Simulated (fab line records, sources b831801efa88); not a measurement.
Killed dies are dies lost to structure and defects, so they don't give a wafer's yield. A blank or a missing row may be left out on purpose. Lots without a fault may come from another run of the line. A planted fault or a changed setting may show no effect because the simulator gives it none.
One fault seen from 2 desks | flow gf180mcu | each desk has only its own numbers; what lay behind them comes last

THE TOOL OWNER'S DESK: litho_track-04
The tool's own readings at GF_NWELL_COAT_02 (resist thk 3000 nm): means of the sampled wafers that have a number, for each lot that ran on this tool. A lot is out of limits, marked OUT, if its mean lies more than 4 standard deviations from the usual mean; the brackets give that distance.
Columns: A = exhaust_pa at GF_NWELL_COAT_02, usual 45.2 Pa
lot  | first seen here | A
L446 | day 4 14:47     | 44.6
L447 | day 4 20:08     | 44.6
L452 | day 5 21:56     | 44.5
L453 | day 6 03:10     | 46.4
L456 | day 7 00:01     | 44.4
This desk's finding: nothing out of limits on any of the 5 lots.

THE METROLOGY DESK
What the gauges read, lot by lot, whatever tool the lot ran on: means of the sampled wafers that have a number. A lot is out of limits, marked OUT, if its mean lies more than 4 standard deviations from the usual mean; the brackets give that distance.
Columns: A = cd_nm at GF_NSD_CD_MEAS_07, usual 399.9 nm; B = cd_nm at GF_SAB_CD_MEAS_09, usual 419.8 nm
lot  | first seen here | A     | B
L439 | day 13 07:13    | 399.4 | 418.7
L440 | day 13 20:01    | 396.1 | 424.4
L441 | day 14 02:55    | 401.1 | 424.2
L442 | day 14 10:01    | 397.8 | 423.9
L443 | day 14 22:37    | 398.2 | 423.4
L445 | day 15 10:44    | 402.5 | 416.3
L446 | day 15 20:55    | 399.6 | 420.0
L447 | day 16 05:49    | 401.2 | 423.2
L451 | day 17 16:01    | 400.5 | 419.9
L452 | day 17 21:38    | 396.8 | 419.2
L453 | day 18 04:32    | 398.4 | 418.8
L456 | day 19 15:09    | 402.7 | 416.2
L458 | day 20 10:50    | 401.3 | 417.8
L459 | day 20 11:42    | 401.0 | 418.7
This desk's finding: nothing out of limits on any of the 14 lots.

PUT TOGETHER
The tool owner's desk saw nothing out of limits.
The metrology desk saw nothing out of limits.

WHAT THE SIMULATOR HAD PUT IN
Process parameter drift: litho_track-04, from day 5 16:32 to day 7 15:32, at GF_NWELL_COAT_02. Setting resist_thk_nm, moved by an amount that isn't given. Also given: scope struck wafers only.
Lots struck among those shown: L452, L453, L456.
